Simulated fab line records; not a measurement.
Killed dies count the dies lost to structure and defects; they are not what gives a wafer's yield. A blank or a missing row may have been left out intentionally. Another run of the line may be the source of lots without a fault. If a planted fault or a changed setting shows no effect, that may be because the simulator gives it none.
fab line records | flow gf180mcu
[record] lots = 12 | wafers = 36 | last-day = 34
route steps=602 shown VT_IMPLANT@135 HV_LDD@232 NSD@243 PSD@256
lots untouched by any fault: they come from a run of this same line in which no faults occurred
start-h: hours from the record's first day to the start of the lot's first wafer shown | wait-h: how many hours have passed since the lot's step before this one | " identical to the entry in the row above | L1.1+2: a single row standing in for several wafers | - either no value or no given start | * or withheld: withheld | < > ~ a bound
route shown NAME@n: names a module that has steps shown in the file, with the first one's number in the route | usual: the fault-free wafers' mean and standard deviation | same: alike in all rows | chamber/n: place in a boat | sites: per-site readings | _std_site: standard deviation across them | _edge_site: mean of outer sites minus mean of inner sites | radius-mm: for every site, how far away it sits from the centre of the wafer | mask NAME#n: copy n | behind: the last tool/chamber to shape the wafer | hold: the reason the lot was held/the length of the hold in hours/how it ended | device: the n, p or np transistor that did not switch | end of line: the same wafers' tests at the end of the route | for a step that has no rows: nothing shown but its recipe | killed: dies that structure and defects cost at the first sort, which is not the same as the wafer's yield | map: per-die view of a wafer (x killed, . not killed, _ where there is no die)
set.NAME: the setting the step ran with; set.NAME@STEP: the setting that earlier step ran with | model.NAME: the simulator's own value behind a step, which no gauge read
the route's steps for a sample of lots (tables are steps, rows are wafers)
services: the hour from which a tool's chamber was out of use, counted from the record's first day as start-h (under 0 if before that day), plus the number of hours and why
[[steps]]
[step GF_VT_IMPLANT_RTA_45]
[recipe] temp-c = 1050 | time-s = 30 | ambient = N2
[usual] lamp-power-pct = 36.2/1.9 | wafer_temp_C_max = 1053.3/0.69
lot.wafer | tool          | chamber | start-h | wait-h | lamp-power-pct | wafer_temp_C_max
L305.2    | rtp-anneal-01 | 0       | 159.32  | 0.0    | 37.6           | 1052.2
L305.4    | "             | 0       | "       | "      | 37.7           | 1053.4
L305.6    | "             | 0       | "       | "      | 37.6           | 1053.8
L306.2    | rtp-anneal-01 | 0       | 165.17  | 0.0    | 37.6           | 1053.2
L306.4    | "             | 0       | "       | "      | 37.6           | 1052.0
L306.6    | "             | 0       | "       | "      | 37.6           | 1052.3
L307.3    | rtp-anneal-02 | 0       | 169.54  | 0.0    | 33.4           | 1053.2
L307.4    | "             | 0       | "       | "      | 33.5           | 1052.3
L307.6    | "             | 0       | "       | "      | 33.6           | 1053.8
L310.1    | rtp-anneal-01 | 0       | 193.54  | 0.0    | 37.6           | 1053.5
L310.2    | "             | 0       | "       | "      | 37.5           | 1053.9
L310.3    | "             | 0       | "       | "      | 37.6           | 1054.3
L313.1    | rtp-anneal-01 | 0       | 214.06  | 0.0    | 37.5           | 1053.1
L313.2    | "             | 0       | "       | "      | 37.6           | 1052.5
L313.4    | "             | 0       | "       | "      | 37.5           | 1055.0
L317.1    | rtp-anneal-01 | 0       | 242.04  | 0.0    | 37.6           | 1054.3
L317.2    | "             | 0       | "       | "      | 37.7           | 1053.6
L317.4    | "             | 0       | "       | "      | 37.6           | 1053.0
L318.2    | rtp-anneal-02 | 0       | 246.73  | 0.0    | 33.5           | 1052.8
L318.3    | "             | 0       | "       | "      | 33.5           | 1053.4
L318.4    | "             | 0       | "       | "      | 33.5           | 1052.8
L319.1    | rtp-anneal-02 | 0       | 252.71  | 0.0    | 33.5           | 1053.1
L319.3    | "             | 0       | "       | "      | 33.4           | 1052.4
L319.4    | "             | 0       | "       | "      | 33.5           | 1053.6
L320.1    | rtp-anneal-02 | 0       | 259.69  | 0.0    | 33.5           | 1052.3
L320.2    | "             | 0       | "       | "      | 33.6           | 1052.1
L320.5    | "             | 0       | "       | "      | 33.5           | 1052.0
L324.2    | rtp-anneal-01 | 0       | 285.11  | 0.0    | 37.5           | 1053.8
L324.3    | "             | 0       | "       | "      | 37.6           | 1054.5
L324.6    | "             | 0       | "       | "      | 37.6           | 1054.1
L327.3    | rtp-anneal-01 | 0       | 310.44  | 0.0    | 37.6           | 1052.7
L327.5    | "             | 0       | "       | "      | 37.6           | 1053.3
L327.6    | "             | 0       | "       | "      | 37.5           | 1053.4
L328.3    | rtp-anneal-01 | 0       | 313.99  | 0.0    | 37.6           | 1052.9
L328.5    | "             | 0       | "       | "      | 37.6           | 1053.3
L328.6    | "             | 0       | "       | "      | 37.6           | 1053.9
[step GF_HV_LDD_CVD_56]
[recipe] material = Si3N4 | precursor = DCS/NH3 | target-thk-nm = 90 | temp-c = 770 | time-s = 1543 | pressure-mtorr = 250
[usual] spike-tc-centre-C = 770.2/1.1 | spike-tc-lower-C = 770.3/1.2 | spike-tc-top-C = 780.8/2.4 | spike-tc-upper-C = 770.9/1.4 | susceptor-temp-C = 770.0/0.36 | zone-power-lower-pct = 13.5/0.66
lot.wafer | tool     | chamber | start-h | wait-h | spike-tc-centre-C | spike-tc-lower-C | spike-tc-top-C | spike-tc-upper-C | susceptor-temp-C | zone-power-lower-pct
L305.2    | lpcvd-02 | 1       | 272.73  | 0.0    | 772.8             | 771.3            | 777.2          | 769.9            | 770.2            | 15.1
L305.4    | "        | 1       | "       | "      | 773.0             | 772.6            | 778.3          | 771.0            | 770.5            | 14.7
L305.6    | "        | 1       | "       | "      | 772.2             | 772.6            | 779.8          | 769.2            | 770.3            | 14.7
L306.2    | lpcvd-02 | 0       | 282.09  | 0.0    | 770.7             | 771.7            | 779.2          | 773.4            | 769.9            | 12.9
L306.4    | "        | 0       | "       | "      | 772.2             | 771.8            | 778.8          | 771.8            | 769.5            | 13.0
L306.6    | "        | 0       | "       | "      | 770.1             | 771.7            | 777.5          | 771.9            | 769.7            | 12.9
L307.3    | lpcvd-01 | 1       | 289.64  | 0.0    | 769.6             | 771.0            | 782.5          | 769.3            | 770.4            | 13.1
L307.4    | "        | 1       | "       | "      | 771.0             | 769.8            | 781.4          | 772.0            | 770.0            | 13.4
L307.6    | "        | 1       | "       | "      | 768.4             | 771.3            | 782.7          | 768.4            | 769.8            | 13.3
L310.1    | lpcvd-02 | 1       | 315.89  | 0.1    | 769.6             | 771.2            | 779.4          | 770.5            | 770.4            | 14.7
L310.2    | "        | 1       | "       | "      | 771.6             | 770.7            | 778.7          | 770.7            | 770.2            | 14.5
L310.3    | "        | 1       | "       | "      | 771.7             | 769.6            | 780.5          | 771.0            | 770.3            | 14.7
L313.1    | lpcvd-02 | 1       | 349.94  | 0.1    | 771.1             | 769.7            | 778.3          | 771.6            | 770.1            | 14.7
L313.2    | "        | 1       | "       | "      | 770.2             | 770.8            | 780.0          | 771.5            | 770.1            | 14.7
L313.4    | "        | 1       | "       | "      | 770.4             | 771.0            | 778.5          | 772.8            | 770.2            | 14.6
L318.2    | lpcvd-02 | 0       | 391.17  | 0.0    | 758.3             | 763.8            | 770.5          | 763.9            | 760.1            | 12.7
L318.3    | "        | 0       | "       | "      | 759.0             | 761.6            | 767.6          | 763.0            | 760.1            | 12.8
L318.4    | "        | 0       | "       | "      | 760.4             | 759.3            | 767.2          | 762.3            | 759.7            | 12.5
L317.1    | lpcvd-02 | 0       | 393.68  | 0.1    | 762.4             | 760.4            | 770.2          | 762.6            | 760.0            | 12.8
L317.2    | "        | 0       | "       | "      | 759.0             | 761.1            | 767.5          | 760.8            | 760.7            | 12.6
L317.4    | "        | 0       | "       | "      | 760.8             | 762.2            | 768.4          | 762.5            | 760.4            | 12.7
L319.1    | lpcvd-02 | 0       | 400.57  | 0.1    | 760.0             | 759.9            | 769.4          | 761.9            | 759.4            | 12.2
L319.3    | "        | 0       | "       | "      | 759.8             | 760.9            | 768.7          | 762.2            | 760.1            | 12.6
L319.4    | "        | 0       | "       | "      | 758.5             | 761.0            | 769.1          | 761.7            | 759.9            | 12.5
L320.1    | lpcvd-01 | 1       | 401.13  | 0.1    | 769.7             | 770.2            | 781.6          | 769.9            | 770.3            | 13.1
L320.2    | "        | 1       | "       | "      | 770.1             | 770.9            | 781.2          | 768.9            | 770.8            | 13.3
L320.5    | "        | 1       | "       | "      | 769.9             | 768.3            | 782.3          | 769.9            | 770.4            | 12.9
L324.2    | lpcvd-01 | 1       | 431.46  | 0.0    | 771.0             | 770.3            | 780.8          | 769.0            | 769.6            | 13.3
L324.3    | "        | 1       | "       | "      | 768.2             | 770.3            | 783.1          | 770.1            | 769.9            | 13.3
L324.6    | "        | 1       | "       | "      | 769.5             | 771.0            | 780.8          | 769.9            | 770.1            | 13.1
L327.3    | lpcvd-01 | 0       | 460.88  | 0.0    | 769.3             | 770.0            | 782.4          | 770.8            | 770.1            | 13.5
L327.5    | "        | 0       | "       | "      | 772.1             | 767.6            | 783.5          | 771.7            | 769.6            | 13.6
L327.6    | "        | 0       | "       | "      | 770.1             | 768.3            | 785.2          | 770.5            | 769.8            | 13.6
L328.3    | lpcvd-01 | 1       | 462.91  | 0.0    | 769.1             | 771.7            | 783.3          | 768.4            | 769.9            | 13.2
L328.5    | "        | 1       | "       | "      | 769.9             | 771.4            | 781.1          | 770.4            | 770.0            | 13.2
L328.6    | "        | 1       | "       | "      | 770.0             | 769.8            | 784.6          | 770.3            | 769.8            | 13.3
[step GF_HV_LDD_THK_MEAS_57]
[recipe] reads = Si3N4_of_HV_LDD_CVD_56
[usual] HV_LDD_CVD_56_THK = 89.8/0.8
lot.wafer | tool          | chamber | start-h | wait-h | HV_LDD_CVD_56_THK[nm]
L305.2    | film-metro-04 | -       | 274.88  | 0.0    | 89.4
L305.4    | "             | -       | "       | "      | 89.4
L305.6    | "             | -       | "       | "      | 88.4
L306.2    | film-metro-02 | -       | 284.25  | 0.0    | 90.5
L306.4    | "             | -       | "       | "      | 90.2
L306.6    | "             | -       | "       | "      | 90.9
L307.3    | film-metro-02 | -       | 291.81  | 0.0    | 90.2
L307.4    | "             | -       | "       | "      | 90.3
L307.6    | "             | -       | "       | "      | 89.9
L310.1    | film-metro-03 | -       | 317.32  | 0.0    | 90.5
L310.2    | "             | -       | "       | "      | 90.7
L310.3    | "             | -       | "       | "      | 90.1
L313.1    | film-metro-04 | -       | 351.37  | 0.0    | 89.5
L313.2    | "             | -       | "       | "      | 88.5
L313.4    | "             | -       | "       | "      | 89.4
L318.2    | film-metro-04 | -       | 392.60  | 0.0    | 74.3
L318.3    | "             | -       | "       | "      | 73.7
L318.4    | "             | -       | "       | "      | 73.3
L317.1    | film-metro-03 | -       | 395.10  | 0.0    | 74.3
L317.2    | "             | -       | "       | "      | 74.4
L317.4    | "             | -       | "       | "      | 73.7
L319.1    | film-metro-03 | -       | 401.99  | 0.0    | 73.2
L319.3    | "             | -       | "       | "      | 73.2
L319.4    | "             | -       | "       | "      | 72.4
L320.1    | film-metro-02 | -       | 402.56  | 0.0    | 90.6
L320.2    | "             | -       | "       | "      | 89.9
L320.5    | "             | -       | "       | "      | 90.3
L324.2    | film-metro-02 | -       | 432.90  | 0.0    | 88.3
L324.3    | "             | -       | "       | "      | 88.5
L324.6    | "             | -       | "       | "      | 88.2
L327.3    | film-metro-02 | -       | 462.33  | 0.0    | 91.1
L327.5    | "             | -       | "       | "      | 91.3
L327.6    | "             | -       | "       | "      | 90.3
L328.3    | film-metro-04 | -       | 464.36  | 0.0    | 90.5
L328.5    | "             | -       | "       | "      | 90.8
L328.6    | "             | -       | "       | "      | 89.9
[step GF_HV_LDD_ETCHBACK_58]
[recipe] chemistry = CH3F/O2 | target = Si3N4 | stop-on = SiO2 | source-w = 400 | bias-w = 80 | pressure-mtorr = 25 | ch3f-flow-sccm = 40 | O2_flow_sccm = 30 | time-s = 100 | target-depth-a = 900
[usual] ch3f-flow-sccm = 40.01/0.12 | drypump-motor-current-A = 5.8/0.53 | oes-product-au = 0.841/0.006 | throttle-valve-pct = 10.561/0.0081
lot.wafer | tool        | chamber | start-h | wait-h | ch3f-flow-sccm | drypump-motor-current-A | oes-product-au | rf-hours-counter-h | throttle-valve-pct
L305.2    | rie-diel-04 | 1       | 274.93  | 0.0    | 39.93          | 4.8                     | 0.840          | 15                 | 10.562
L305.4    | "           | 3       | "       | "      | 39.93          | 5.4                     | 0.836          | 5                  | 10.563
L305.6    | "           | 3       | "       | "      | 39.91          | 5.4                     | 0.832          | -                  | 10.565
L306.2    | rie-diel-03 | 0       | 284.30  | 0.0    | 39.99          | 6.2                     | 0.840          | 119                | 10.544
L306.4    | "           | 2       | "       | "      | 39.98          | 5.8                     | 0.837          | 43                 | 10.567
L306.6    | "           | 0       | "       | "      | 40.11          | 6.2                     | 0.841          | -                  | 10.572
L307.3    | rie-diel-01 | 3       | 291.85  | 0.0    | 39.86          | 6.5                     | 0.842          | 4                  | 10.564
L307.4    | "           | 2       | "       | "      | 40.05          | 5.4                     | 0.845          | 60                 | 10.559
L307.6    | "           | 3       | "       | "      | 39.93          | 6.4                     | 0.848          | -                  | 10.561
L310.1    | rie-diel-03 | 3       | 317.38  | 0.1    | 40.09          | 6.4                     | 0.847          | 16                 | 10.545
L310.2    | "           | 1       | "       | "      | 40.04          | 5.1                     | 0.846          | 4                  | 10.563
L310.3    | "           | 2       | "       | "      | 40.11          | 5.7                     | 0.843          | 44                 | 10.557
L313.1    | rie-diel-04 | 3       | 351.43  | 0.1    | 40.09          | 5.4                     | 0.837          | 7                  | 10.555
L313.2    | "           | 2       | "       | "      | 40.01          | 6.1                     | 0.842          | 88                 | 10.572
L313.4    | "           | 1       | "       | "      | 40.14          | 4.9                     | 0.846          | 18                 | 10.547
L318.2    | rie-diel-01 | 2       | 392.65  | 0.0    | 39.86          | 5.4                     | 0.765          | 62                 | 10.553
L318.3    | "           | 3       | "       | "      | 39.97          | 6.4                     | 0.759          | 7                  | 10.549
L318.4    | "           | 0       | "       | "      | 40.01          | 6.1                     | 0.752          | 107                | 10.563
L317.1    | rie-diel-01 | 3       | 395.16  | 0.1    | 39.85          | 6.4                     | 0.758          | 7                  | 10.562
L317.2    | "           | 0       | "       | "      | 40.04          | 6.2                     | 0.755          | 107                | 10.552
L317.4    | "           | 1       | "       | "      | 39.95          | 6.2                     | 0.762          | 40                 | 10.543
L319.1    | rie-diel-04 | 0       | 402.05  | 0.1    | 39.91          | 6.1                     | 0.758          | 52                 | 10.558
L319.3    | "           | 3       | "       | "      | 39.88          | 5.4                     | 0.761          | 8                  | 10.543
L319.4    | "           | 1       | "       | "      | 39.76          | 4.8                     | 0.748          | 19                 | 10.549
L320.1    | rie-diel-03 | 0       | 402.62  | 0.1    | 40.02          | 6.2                     | 0.845          | 1                  | 10.571
L320.2    | "           | 1       | "       | "      | 40.28          | 5.1                     | 0.848          | 7                  | 10.568
L320.5    | "           | 1       | "       | "      | 40.20          | 5.1                     | 0.850          | -                  | 10.555
L324.2    | rie-diel-04 | 1       | 432.95  | 0.0    | 40.04          | 4.8                     | 0.831          | 20                 | 10.551
L324.3    | "           | 3       | "       | "      | 39.88          | 5.4                     | 0.837          | 9                  | 10.565
L324.6    | "           | 1       | "       | "      | 40.16          | 4.8                     | 0.833          | -                  | 10.550
L327.3    | rie-diel-01 | 1       | 462.37  | 0.0    | 39.82          | 6.3                     | 0.846          | 43                 | 10.560
L327.5    | "           | 1       | "       | "      | 40.00          | 6.3                     | 0.835          | -                  | 10.571
L327.6    | "           | 2       | "       | "      | 39.95          | 5.4                     | 0.849          | -                  | 10.564
L328.3    | rie-diel-04 | 1       | 464.40  | 0.0    | 39.99          | 4.8                     | 0.850          | 21                 | 10.568
L328.5    | "           | 1       | "       | "      | 39.96          | 4.9                     | 0.852          | -                  | 10.555
L328.6    | "           | 3       | "       | "      | 40.15          | 5.4                     | 0.836          | -                  | 10.568
[step GF_NSD_OVL_MEAS_08]
[usual] NSD_OVL = 0.0/1.3
lot.wafer | tool       | chamber | start-h | wait-h | NSD_OVL[nm]
L305.2    | overlay-01 | -       | 293.43  | 0.1    | -0.8
L305.4    | "          | -       | "       | "      | 0.5
L305.6    | "          | -       | "       | "      | 0.6
L306.2    | overlay-01 | -       | 304.67  | 0.1    | 0.0
L306.4    | "          | -       | "       | "      | -0.6
L306.6    | "          | -       | "       | "      | -0.3
L307.3    | overlay-02 | -       | 312.27  | 0.1    | -0.1
L307.4    | "          | -       | "       | "      | 1.0
L307.6    | "          | -       | "       | "      | -0.1
L310.1    | overlay-02 | -       | 338.92  | 0.1    | 2.6
L310.2    | "          | -       | "       | "      | 1.7
L310.3    | "          | -       | "       | "      | 1.7
L313.1    | overlay-02 | -       | 373.11  | 0.1    | 0.0
L313.2    | "          | -       | "       | "      | 0.5
L313.4    | "          | -       | "       | "      | -0.2
L318.2    | overlay-02 | -       | 416.53  | 0.1    | 0.0
L318.3    | "          | -       | "       | "      | 0.8
L318.4    | "          | -       | "       | "      | 0.4
L317.1    | overlay-01 | -       | 418.46  | 0.1    | -2.7
L317.2    | "          | -       | "       | "      | -2.2
L317.4    | "          | -       | "       | "      | -1.1
L319.1    | overlay-02 | -       | 425.32  | 0.1    | 0.5
L319.3    | "          | -       | "       | "      | 0.5
L319.4    | "          | -       | "       | "      | 1.5
L320.1    | overlay-01 | -       | 426.11  | 0.1    | -1.2
L320.2    | "          | -       | "       | "      | -0.4
L320.5    | "          | -       | "       | "      | 0.3
L324.2    | overlay-02 | -       | 456.87  | 0.1    | 0.7
L324.3    | "          | -       | "       | "      | 0.2
L324.6    | "          | -       | "       | "      | 0.3
L327.3    | overlay-02 | -       | 486.52  | 0.1    | 1.5
L327.5    | "          | -       | "       | "      | 2.3
L327.6    | "          | -       | "       | "      | 0.5
L328.3    | overlay-01 | -       | 488.64  | 0.1    | 0.7
L328.5    | "          | -       | "       | "      | 0.5
L328.6    | "          | -       | "       | "      | 0.8
[step GF_PSD_OVL_MEAS_08]
[usual] PSD_OVL = -0.5/1.7
lot.wafer | tool       | chamber | start-h | wait-h | PSD_OVL[nm]
L305.2    | overlay-02 | -       | 315.36  | 0.1    | 0.1
L305.4    | "          | -       | "       | "      | 0.5
L305.6    | "          | -       | "       | "      | -1.5
L306.2    | overlay-02 | -       | 325.80  | 0.1    | 0.2
L306.4    | "          | -       | "       | "      | 1.3
L306.6    | "          | -       | "       | "      | -1.5
L307.3    | overlay-02 | -       | 333.87  | 0.1    | -0.3
L307.4    | "          | -       | "       | "      | -0.7
L307.6    | "          | -       | "       | "      | 0.0
L310.1    | overlay-01 | -       | 361.05  | 0.1    | -2.7
L310.2    | "          | -       | "       | "      | -1.6
L310.3    | "          | -       | "       | "      | -2.3
L313.1    | overlay-02 | -       | 396.97  | 0.1    | -2.3
L313.2    | "          | -       | "       | "      | -1.8
L313.4    | "          | -       | "       | "      | -1.7
L318.2    | overlay-02 | -       | 441.17  | 0.1    | -2.0
L318.3    | "          | -       | "       | "      | -2.2
L318.4    | "          | -       | "       | "      | -4.0
L317.1    | overlay-02 | -       | 443.30  | 0.1    | -1.0
L317.2    | "          | -       | "       | "      | 0.0
L317.4    | "          | -       | "       | "      | -1.6
L319.1    | overlay-01 | -       | 450.86  | 0.1    | -2.3
L319.3    | "          | -       | "       | "      | -2.1
L319.4    | "          | -       | "       | "      | -3.1
L320.1    | overlay-01 | -       | 451.11  | 0.1    | -1.8
L320.2    | "          | -       | "       | "      | -0.9
L320.5    | "          | -       | "       | "      | -1.4
L324.2    | overlay-02 | -       | 482.00  | 0.1    | 0.4
L324.3    | "          | -       | "       | "      | 0.6
L324.6    | "          | -       | "       | "      | -0.7
L327.3    | overlay-01 | -       | 510.62  | 0.1    | 1.5
L327.5    | "          | -       | "       | "      | 2.5
L327.6    | "          | -       | "       | "      | 0.7
L328.3    | overlay-02 | -       | 512.91  | 0.1    | -0.9
L328.5    | "          | -       | "       | "      | -1.0
L328.6    | "          | -       | "       | "      | -1.2
[[services]]
tool          | chamber | start-h | hours | kind
rie-diel-04   | 0       | 161.81  | 9.4   | repair
rie-diel-04   | 3       | 179.60  | 6.3   | repair
lpcvd-02      | -       | 189.96  | 6.1   | pm
rie-diel-03   | -       | 197.33  | 0.3   | repair
rie-diel-04   | 1       | 202.32  | 2.5   | repair
rie-diel-03   | 0       | 213.10  | 2.9   | repair
rtp-anneal-02 | -       | 217.06  | 4.1   | pm
lpcvd-01      | -       | 236.57  | 6.0   | pm
rie-diel-03   | 0       | 263.17  | 1.9   | repair
rtp-anneal-02 | -       | 270.11  | 68.1  | pm
rie-diel-04   | 2       | 285.87  | 2.6   | repair
rie-diel-03   | 1       | 289.57  | 6.7   | repair
rie-diel-04   | 2       | 291.46  | 15.7  | repair
rie-diel-01   | -       | 297.11  | 14.6  | pm
rie-diel-03   | -       | 335.25  | 2.1   | repair
lpcvd-01      | -       | 336.36  | 0.6   | repair
rie-diel-03   | -       | 342.61  | 2.8   | pm
lpcvd-02      | -       | 410.67  | 1.1   | repair
rie-diel-04   | 2       | 428.20  | 13.4  | repair
rie-diel-01   | 0       | 444.07  | -     | clean
rie-diel-01   | 0       | 444.07  | 24.8  | scheduled-down
rie-diel-01   | 0       | 444.07  | 24.8  | vent-cycle
rie-diel-04   | 2       | 449.60  | 15.4  | repair
rie-diel-04   | 3       | 460.54  | 2.9   | repair
[[key]]
[first-sign] step = GF_HV_LDD_CVD_56 | reading = susceptor-temp-C | direction = down | sigmas = 28 | usual = * | struck = *
[effect] step = GF_HV_LDD_CVD_56 | reading = spike-tc-centre-C | direction = down | sigmas = 9.5 | usual = 770.2 | struck = 759.8
[effect] step = GF_HV_LDD_THK_MEAS_57 | reading = HV_LDD_CVD_56_THK | direction = down | sigmas = 20 | usual = 89.8 | struck = 73.6
[effect] step = GF_HV_LDD_ETCHBACK_58 | reading = oes-product-au | direction = down | sigmas = 14 | usual = 0.841 | struck = 0.757
met-at GF_HV_LDD_CVD_56
struck-lots L317,L318,L319
struck-wafers L317.1,L317.2,L317.4,L318.2,L318.3,L318.4,L319.1,L319.3,L319.4
tester-left-out L317,L318,L319
not-acting-at GF_VT_IMPLANT_RTA_45,GF_NSD_OVL_MEAS_08,GF_PSD_OVL_MEAS_08
onset-between 282.09 391.17
[fault] kind = process-parameter-drift | tool = lpcvd-02 | chamber = 0 | onset-h = 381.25 | steps = GF_HV_LDD_CVD_56 | channel = temp-c | offset = * | shape = step | end-h = 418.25 | acts-in = * | stated = *
// tester-left-out: of these lots the tester's yield and bins aren't shown, on N5 and GAA mostly nor the transistor test; their killed dies are dies lost to structure and defects alone, not to doping, threshold or leakage, so they don't give the yield
